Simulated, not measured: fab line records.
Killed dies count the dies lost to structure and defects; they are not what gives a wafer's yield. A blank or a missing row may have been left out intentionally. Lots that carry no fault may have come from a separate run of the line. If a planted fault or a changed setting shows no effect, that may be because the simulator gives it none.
Which tool is to blame? ; flow sky130 ; 33 wafers from 11 lots sampled at 4 of the route's 708 steps

WHAT THE GAUGES SHOWED, per wafer
SKY_SONOS_ONO_CD_MEAS_13 targets a cd of 410 nm. Usual: 409.5 nm for cdNm, sd 2.2.
lot;measured;on;cdNm (nm);flag
L357;day 12 07:55;cdSem-01;407.7 407.3 406.1;
L358;day 12 13:37;cdSem-01;408.6 407.2 408.7;
L359;day 13 04:21;cdSem-02;405.2 405.0 402.4;
L363;day 15 01:57;cdSem-01;410.8 410.7 412.1;
L365;day 15 19:23;cdSem-01;408.5 409.5 405.6;
L368;day 16 19:04;cdSem-02;408.9 410.9 408.8;
L367;day 16 20:13;cdSem-02;409.6 410.3 410.9;
L369;day 17 12:46;cdSem-02;412.1 411.1 410.0;
L370;day 17 15:57;cdSem-02;408.4 410.1 407.6;
L371;day 17 23:20;cdSem-02;409.9 408.3 412.0;
L380;day 20 15:04;cdSem-01;410.9 411.5 412.9;

SKY_GATE_OXIDE_OVL_MEAS_10. Usual: for GATE_OXIDE_OVL the level is -0.4 nm and the standard deviation is 1.4.
lot;measured;on;GATE_OXIDE_OVL (nm);flag
L357;day 13 12:26;overlay-01;-3.4 -1.2 -4.5;
L358;day 13 16:27;overlay-02;-0.3 0.2 0.0;
L359;day 14 07:28;overlay-01;-2.2 -2.6 -0.1;
L363;day 16 08:11;overlay-01;-0.9 -1.0 -1.1;
L365;day 17 02:34;overlay-02;-0.1 -1.3 1.0;
L368;day 18 03:01;overlay-01;-0.7 -1.2 -2.7;
L367;day 18 04:35;overlay-01;-1.3 -0.8 -0.7;
L369;day 18 19:55;overlay-01;1.6 0.7 0.9;
L370;day 18 23:13;overlay-02;-0.3 -0.5 -0.8;
L371;day 19 07:42;overlay-02;-1.6 0.3 -0.3;
L380;day 21 23:40;overlay-01;-1.0 -2.0 -2.6;

SKY_SPACER_THK_MEAS_01. Usual: for SPACER_CVD_00_THK the level is 43.2 nm and the standard deviation is 0.37.
lot;measured;on;SPACER_CVD_00_THK (nm);flag
L357;day 22 12:55;filmMetro-02;43.0 43.0 43.1;
L358;day 22 16:18;filmMetro-02;43.2 43.1 43.0;
L359;day 23 14:10;filmMetro-03;43.4 43.5 43.5;
L363;day 25 13:56;filmMetro-04;43.4 43.3 43.4;
L365;day 26 07:47;filmMetro-02;43.1 43.6 43.1;
L368;day 27 11:39;filmMetro-02;43.8 43.7 43.7;
L367;day 27 14:14;filmMetro-02;43.0 43.2 43.3;
L369;day 28 04:22;filmMetro-02;62.1 61.8 62.0;OFF
L370;day 28 02:08;filmMetro-03;62.6 62.5 62.2;OFF
L371;day 28 11:25;filmMetro-02;62.5 62.5 62.2;OFF
L380;day 30 20:29;filmMetro-02;43.4 43.3 43.1;

EACH LOT AND THE TOOL THAT RAN IT (in order: tool; ch and the chambers of the sampled wafers; start)
lot;SKY_SPACER_CVD_00
L357;lpcvd-02 ch 1, day 22 11:43
L358;lpcvd-02 ch 1, day 22 14:29
L359;lpcvd-02 ch 1, day 23 12:22
L363;lpcvd-02 ch 1, day 25 12:43
L365;lpcvd-02 ch 1, day 26 06:34
L368;lpcvd-02 ch 0, day 27 10:26
L367;lpcvd-02 ch 1, day 27 13:01
L369;lpcvd-02 ch 1, day 28 03:10
L370;lpcvd-02 ch 0, day 28 00:55
L371;lpcvd-02 ch 1, day 28 10:13
L380;lpcvd-02 ch 1, day 30 19:17
- SKY_SPACER_CVD_00: deposits Si3N4 from DCS/NH3, target thk 43.1 nm, time 740 s.

WHAT THE TOOLS THEMSELVES READ (means of the sampled wafers that have a number; where no wafer has one, the mark that the record gives instead)
SKY_SPACER_CVD_00. Usual: 769.0 C for spikeTcLowerC, sd 1.1.
lot;tool;spikeTcLowerC (C);flag
L357;lpcvd-02;768.1;
L358;lpcvd-02;769.5;
L359;lpcvd-02;768.2;
L363;lpcvd-02;768.5;
L365;lpcvd-02;768.7;
L368;lpcvd-02;769.4;
L367;lpcvd-02;768.8;
L369;lpcvd-02;769.2;
L370;lpcvd-02;769.5;
L371;lpcvd-02;768.8;
L380;lpcvd-02;769.0;

THE ANSWER, worked out from the rows above alone
Rule: a lot is off if the mean of its wafers that have a number lies more than 3 standard deviations from the usual mean. A lot without any number at a reading at which 4 lots or more have one is off too. The other lots that the step has rows for count as sound. First the gauges in route order, then the tools' own readings, where a lot's mean is used as printed above. At the first step where some lot is off, the reading lying furthest off is the one used; lots without a number count as furthest.
Off: L369, L370, L371, seen at SKY_SPACER_THK_MEAS_01 (SPACER_CVD_00_THK).
If a tool, at a process step before that reading, ran all the lots that are off and no sound lot after the first of them, it fits. The gauges at SKY_SPACER_THK_MEAS_01 are tried like those tools. Not one of the candidates tried fits.

WHAT HAD BEEN PUT IN BY THE SIMULATOR
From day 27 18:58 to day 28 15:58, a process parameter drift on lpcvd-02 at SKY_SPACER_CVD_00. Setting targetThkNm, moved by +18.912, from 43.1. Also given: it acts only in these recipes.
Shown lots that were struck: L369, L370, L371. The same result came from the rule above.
